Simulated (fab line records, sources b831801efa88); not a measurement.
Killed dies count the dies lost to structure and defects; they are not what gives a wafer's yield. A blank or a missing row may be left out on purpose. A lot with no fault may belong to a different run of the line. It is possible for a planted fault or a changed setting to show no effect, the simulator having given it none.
fab line records	flow sky130
record: lots: 13	wafers: 39	last_day: 50
route steps=708 shown SONOS_TUNNEL@161 SONOS_ONO@181 PAD_OPEN@708
lots that met no fault: from a run of the same line without faults
start_h: start of the lot's first displayed wafer, in hours after the record's first day	wait_h: hours from the lot's prior step to this one	" same as the row above	L1.1+2: a single row standing in for several wafers	- either no value or no given start	* or withheld: withheld	< > ~ a bound
route shown NAME@n: NAME is a module with steps in the file, n the number in the route of the first one	usual: the fault-free wafers' mean and standard deviation	same: alike in all rows	chamber/n: place in a boat	sites: the reading at each site	_std_site: standard deviation of those values	_edge_site: mean of outer sites minus mean of inner sites	radius_mm: how far each site lies from the wafer's centre	mask NAME#n: copy n	behind: the tool/chamber that last shaped the wafer	hold: the reason the lot was held/the length of the hold in hours/how it ended	device: the transistor (n, p or np) that didn't switch	end of line: the tests these same wafers got at the end of their route	for a step that has no rows: nothing shown but its recipe	killed: count of dies lost to structure and defects at first sort (not the wafer's yield)	map: dies across one wafer; x = killed, . = not, _ = none there
set.NAME: the setting as run; set.NAME@STEP: as run at that earlier step	model.NAME: the simulator's own value behind a step, which no gauge read
one table for each step of the route and one row for each wafer, over a sample of lots
services: from which hour (start_h, from the record's first day; less than 0 if before it) a tool's chamber was out of use, for how many hours, and why
== steps ==
step: SKY_SONOS_TUNNEL_CD_MEAS_07
recipe: target_cd_nm: 410
usual: cd_nm: 410.2/2.5
lot.wafer	tool	chamber	start_h	wait_h	cd_nm
L508.1	cd_sem-02	-	258.70	0.1	412.3
L508.3	"	-	"	"	411.1
L508.5	"	-	"	"	410.3
L509.2	cd_sem-02	-	265.10	0.2	408.9
L509.4	"	-	"	"	409.1
L509.6	"	-	"	"	408.7
L510.1	cd_sem-01	-	267.21	0.1	410.9
L510.4	"	-	"	"	409.4
L510.6	"	-	"	"	410.9
L511.1	cd_sem-02	-	284.05	0.1	409.3
L511.2	"	-	"	"	409.5
L511.5	"	-	"	"	410.3
L513.1	cd_sem-01	-	294.85	0.1	405.4
L513.4	"	-	"	"	408.3
L513.5	"	-	"	"	405.7
L514.1	cd_sem-01	-	297.81	0.1	409.9
L514.2	"	-	"	"	410.8
L514.3	"	-	"	"	410.8
L515.2	cd_sem-01	-	309.07	0.1	402.1
L515.4	"	-	"	"	404.3
L515.6	"	-	"	"	404.3
L518.2	cd_sem-02	-	332.72	0.1	411.6
L518.5	"	-	"	"	412.0
L518.6	"	-	"	"	413.2
L519.2	cd_sem-02	-	339.50	0.3	410.1
L519.3	"	-	"	"	411.3
L519.4	"	-	"	"	415.7
L520.1	cd_sem-01	-	349.01	0.1	411.1
L520.2	"	-	"	"	413.0
L520.5	"	-	"	"	413.0
L523.1	cd_sem-02	-	369.39	0.1	411.3
L523.2	"	-	"	"	412.8
L523.4	"	-	"	"	412.8
L528.2	cd_sem-01	-	410.68	0.1	413.9
L528.3	"	-	"	"	410.0
L528.6	"	-	"	"	412.4
L531.1	cd_sem-02	-	433.31	0.1	413.0
L531.2	"	-	"	"	411.8
L531.3	"	-	"	"	411.0
step: SKY_SONOS_TUNNEL_IMPLANT_09
recipe: species: B	energy_kev: 20	dose_cm2: 1e+12	tilt_deg: withheld
usual: faraday_current_uA: 5.65/0.11
lot.wafer	tool	chamber	start_h	wait_h	faraday_current_uA
L508.1	implanter-04	0	258.86	0.0	5.61
L508.3	"	0	"	"	5.80
L508.5	"	0	"	"	5.73
L509.2	implanter-02	0	265.26	0.0	5.71
L509.4	"	0	"	"	5.48
L509.6	"	0	"	"	5.44
L510.1	implanter-02	0	267.37	0.0	5.56
L510.4	"	0	"	"	5.65
L510.6	"	0	"	"	5.47
L511.1	implanter-02	0	284.20	0.0	5.72
L511.2	"	0	"	"	5.56
L511.5	"	0	"	"	5.64
L513.1	implanter-02	0	295.01	0.0	5.70
L513.4	"	0	"	"	5.51
L513.5	"	0	"	"	5.45
L514.1	implanter-02	0	297.97	0.0	5.76
L514.2	"	0	"	"	5.79
L514.3	"	0	"	"	5.76
L515.2	implanter-04	0	309.23	0.0	5.78
L515.4	"	0	"	"	5.84
L515.6	"	0	"	"	5.64
L518.2	implanter-02	0	332.88	0.0	5.71
L518.5	"	0	"	"	5.57
L518.6	"	0	"	"	5.62
L519.2	implanter-03	0	339.67	0.0	5.54
L519.3	"	0	"	"	5.71
L519.4	"	0	"	"	5.63
L520.1	implanter-03	0	349.17	0.0	5.65
L520.2	"	0	"	"	5.75
L520.5	"	0	"	"	5.74
L523.1	implanter-03	0	369.55	0.0	5.53
L523.2	"	0	"	"	5.50
L523.4	"	0	"	"	5.69
L528.2	implanter-02	0	410.84	0.0	5.81
L528.3	"	0	"	"	5.55
L528.6	"	0	"	"	5.55
L531.1	implanter-02	0	433.47	0.0	5.82
L531.2	"	0	"	"	5.78
L531.3	"	0	"	"	5.52
step: SKY_SONOS_TUNNEL_TW_MEAS_12
usual: SONOS_TUNNEL_TW: 195.9/1.1
lot.wafer	tool	chamber	start_h	wait_h	SONOS_TUNNEL_TW
L508.1	film_metro-02	-	259.29	0.0	196.2
L508.3	"	-	"	"	195.1
L508.5	"	-	"	"	195.7
L509.2	film_metro-03	-	265.66	0.0	197.2
L509.4	"	-	"	"	198.4
L509.6	"	-	"	"	197.4
L510.1	film_metro-01	-	267.78	0.0	196.2
L510.4	"	-	"	"	194.9
L510.6	"	-	"	"	196.1
L511.1	film_metro-02	-	284.61	0.0	196.3
L511.2	"	-	"	"	196.8
L511.5	"	-	"	"	195.7
L513.1	film_metro-01	-	295.42	0.0	195.8
L513.4	"	-	"	"	196.1
L513.5	"	-	"	"	196.6
L514.1	film_metro-01	-	298.38	0.0	196.0
L514.2	"	-	"	"	195.6
L514.3	"	-	"	"	194.1
L515.2	film_metro-02	-	309.62	0.0	195.7
L515.4	"	-	"	"	196.3
L515.6	"	-	"	"	194.3
L518.2	film_metro-03	-	333.45	0.0	197.3
L518.5	"	-	"	"	196.8
L518.6	"	-	"	"	197.2
L519.2	film_metro-01	-	340.06	0.0	194.4
L519.3	"	-	"	"	194.6
L519.4	"	-	"	"	195.4
L520.1	film_metro-01	-	349.59	0.0	194.9
L520.2	"	-	"	"	193.4
L520.5	"	-	"	"	193.6
L523.1	film_metro-02	-	369.97	0.0	195.3
L523.2	"	-	"	"	195.2
L523.4	"	-	"	"	194.6
L528.2	film_metro-01	-	411.24	0.0	195.5
L528.3	"	-	"	"	195.5
L528.6	"	-	"	"	194.5
L531.1	film_metro-02	-	433.88	0.0	193.1
L531.2	"	-	"	"	192.5
L531.3	"	-	"	"	191.5
step: SKY_SONOS_ONO_CD_MEAS_13
recipe: target_cd_nm: 410
usual: cd_nm: 409.8/1.9
lot.wafer	tool	chamber	start_h	wait_h	cd_nm
L508.1	cd_sem-02	-	288.45	0.1	408.6
L508.3	"	-	"	"	408.4
L508.5	"	-	"	"	408.8
L509.2	cd_sem-02	-	297.23	0.1	410.8
L509.4	"	-	"	"	410.6
L509.6	"	-	"	"	412.6
L510.1	cd_sem-02	-	298.40	0.1	408.8
L510.4	"	-	"	"	408.6
L510.6	"	-	"	"	408.3
L511.1	cd_sem-01	-	316.51	0.1	412.4
L511.2	"	-	"	"	411.8
L511.5	"	-	"	"	412.9
L513.1	cd_sem-02	-	326.00	0.1	409.2
L513.4	"	-	"	"	408.5
L513.5	"	-	"	"	408.7
L514.1	cd_sem-02	-	329.61	0.1	409.3
L514.2	"	-	"	"	412.3
L514.3	"	-	"	"	413.0
L515.2	cd_sem-02	-	339.08	0.1	407.2
L515.4	"	-	"	"	408.5
L515.6	"	-	"	"	406.2
L518.2	cd_sem-02	-	366.23	0.1	408.9
L518.5	"	-	"	"	411.4
L518.6	"	-	"	"	411.1
L519.2	cd_sem-02	-	377.22	0.1	411.9
L519.3	"	-	"	"	411.1
L519.4	"	-	"	"	409.3
L520.1	cd_sem-02	-	383.76	0.1	413.1
L520.2	"	-	"	"	412.3
L520.5	"	-	"	"	410.3
L523.1	cd_sem-01	-	403.95	0.1	409.4
L523.2	"	-	"	"	408.4
L523.4	"	-	"	"	410.2
L528.2	cd_sem-02	-	447.58	0.1	411.4
L528.3	"	-	"	"	411.0
L528.6	"	-	"	"	410.5
L531.1	cd_sem-02	-	467.90	0.1	409.8
L531.2	"	-	"	"	412.2
L531.3	"	-	"	"	411.8
step: SKY_SONOS_ONO_OVL_MEAS_14
usual: SONOS_ONO_OVL: -0.9/1.6
lot.wafer	tool	chamber	start_h	wait_h	SONOS_ONO_OVL[nm]
L508.1	overlay-01	-	288.57	0.1	0.5
L508.3	"	-	"	"	-0.7
L508.5	"	-	"	"	-0.5
L509.2	overlay-02	-	297.34	0.1	-2.6
L509.4	"	-	"	"	-0.6
L509.6	"	-	"	"	-1.4
L510.1	overlay-02	-	298.52	0.1	0.5
L510.4	"	-	"	"	1.4
L510.6	"	-	"	"	1.3
L511.1	overlay-01	-	316.63	0.1	0.2
L511.2	"	-	"	"	1.6
L511.5	"	-	"	"	-0.2
L513.1	overlay-02	-	326.12	0.1	1.2
L513.4	"	-	"	"	0.7
L513.5	"	-	"	"	-0.4
L514.1	overlay-02	-	329.73	0.1	-1.2
L514.2	"	-	"	"	-2.9
L514.3	"	-	"	"	-1.4
L515.2	overlay-02	-	339.18	0.1	-4.7
L515.4	"	-	"	"	-3.3
L515.6	"	-	"	"	-5.6
L518.2	overlay-01	-	366.34	0.1	-1.7
L518.5	"	-	"	"	-1.8
L518.6	"	-	"	"	-4.2
L519.2	overlay-01	-	377.33	0.1	-1.8
L519.3	"	-	"	"	-1.3
L519.4	"	-	"	"	0.1
L520.1	overlay-01	-	383.88	0.1	-2.4
L520.2	"	-	"	"	-2.7
L520.5	"	-	"	"	-2.1
L523.1	overlay-02	-	404.07	0.1	-1.3
L523.2	"	-	"	"	0.0
L523.4	"	-	"	"	-2.6
L528.2	overlay-02	-	447.69	0.1	-2.1
L528.3	"	-	"	"	-3.0
L528.6	"	-	"	"	-3.2
L531.1	overlay-02	-	468.02	0.1	-0.3
L531.2	"	-	"	"	-1.6
L531.3	"	-	"	"	-1.4
step: SKY_PAD_OPEN_PROBE_99
usual: killed_at_M0_to_M3: 43/6.8	killed_at_M4_up: 3.2/1.7	killed_at_contacts: 24/5.7	killed_at_front_end: 16/4.3	killed_at_other: 0.3/0.56	killed_dies: 86/9.5	killed_open: 47/6.9	killed_short: 39/5.8
same: gross_dies: 492	killed_at_back_side: 0
lot.wafer	tool	chamber	start_h	wait_h	killed_at_M0_to_M3	killed_at_M4_up	killed_at_contacts	killed_at_front_end	killed_at_other	killed_dies	killed_open	killed_short
L519.2	prober-01	-	1142.68	0.1	44	4	18	14	1	81	45	36
L519.3	prober-01	-	1142.73	0.2	29	4	22	19	0	74	49	25
L519.4	prober-01	-	1142.78	0.2	46	4	15	19	0	84	54	29
L520.1	prober-02	-	1150.17	0.1	47	6	25	17	0	95	49	46
L520.2	prober-02	-	1150.22	0.1	48	5	33	13	0	99	56	43
L520.5	prober-02	-	1150.37	0.2	44	6	31	18	0	99	53	46
killed by level:class
L519.2 VIA1:geometric_particle:open=13 POLY_GATE:geometric_particle:short=6 VIA3:geometric_particle:open=6 METAL2:geometric_particle:short=6 LI_CONTACT:geometric_particle:open=5 CONTACT:geometric_particle:open=5 VIA2:geometric_particle:open=5 VIA1:geometric_particle:short=4
L519.3 CONTACT:geometric_particle:open=9 VIA1:geometric_particle:open=7 POLY_GATE:geometric_particle:open=6 LI_CONTACT:geometric_particle:open=5 VIA2:geometric_particle:open=4 FIELD_ISO:geometric_particle:short=3 FIELD_ISO:geometric_particle:open=3 LOCAL_INTERCONNECT:geometric_particle:short=3
L519.4 VIA1:geometric_particle:open=16 VIA2:geometric_particle:open=9 FIELD_ISO:geometric_particle:open=7 CONTACT:geometric_particle:open=7 POLY_GATE:geometric_particle:open=6 CONTACT:geometric_particle:short=4 METAL1:geometric_particle:short=4 METAL4:geometric_particle:short=4
L520.1 VIA1:geometric_particle:open=12 LI_CONTACT:geometric_particle:open=7 CONTACT:geometric_particle:open=7 METAL2:geometric_particle:short=7 VIA2:geometric_particle:open=7 FIELD_ISO:geometric_particle:short=5 POLY_GATE:geometric_particle:short=5 VIA3:geometric_particle:open=5
L520.2 VIA1:geometric_particle:open=13 CONTACT:geometric_particle:open=9 LI_CONTACT:geometric_particle:open=9 CONTACT:geometric_particle:short=8 VIA2:geometric_particle:open=8 LOCAL_INTERCONNECT:geometric_particle:short=6 VIA1:geometric_particle:short=6 VIA3:geometric_particle:open=6
L520.5 VIA1:geometric_particle:open=12 VIA3:geometric_particle:open=9 LI_CONTACT:geometric_particle:open=8 CONTACT:geometric_particle:open=8 LOCAL_INTERCONNECT:geometric_particle:short=7 VIA2:geometric_particle:open=7 CONTACT:geometric_particle:short=6 POLY_GATE:geometric_particle:short=5
== services ==
tool	chamber	start_h	hours	kind
implanter-04	-	243.28	0.5	repair
implanter-02	-	277.16	4.0	pm
implanter-03	-	288.91	2.9	pm
implanter-03	-	301.32	0.9	repair
implanter-02	-	317.66	1.0	repair
implanter-03	-	330.29	4.2	repair
implanter-03	-	336.05	1.1	repair
implanter-04	-	355.31	3.1	repair
implanter-02	-	404.21	3.0	repair
== key ==
first_sign: step: SKY_SONOS_TUNNEL_TW_MEAS_12	reading: SONOS_TUNNEL_TW	direction: down	sigmas: 3.1	usual: 195.9	struck: 192.4
effect none on later readings
met_at SKY_SONOS_TUNNEL_IMPLANT_09
struck_lots L531
struck_wafers L531.1,L531.2,L531.3
tester_left_out L531
not_acting_at SKY_SONOS_TUNNEL_CD_MEAS_07,SKY_SONOS_ONO_CD_MEAS_13,SKY_SONOS_ONO_OVL_MEAS_14
onset_between 410.84 433.47
also_fits time
fault: kind: process_parameter_drift	tool: implanter-02	chamber: -	onset_h: 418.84	steps: SKY_SONOS_TUNNEL_IMPLANT_09	channel: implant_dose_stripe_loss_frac	offset: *	shape: step	end_h: 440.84	scope: struck_wafers_only
tester_left_out: of these lots the tester's yield and bins aren't shown, on N5 and GAA mostly nor the transistor test; their killed dies are dies lost to structure and defects alone, not to doping, threshold or leakage, so they don't give the yield
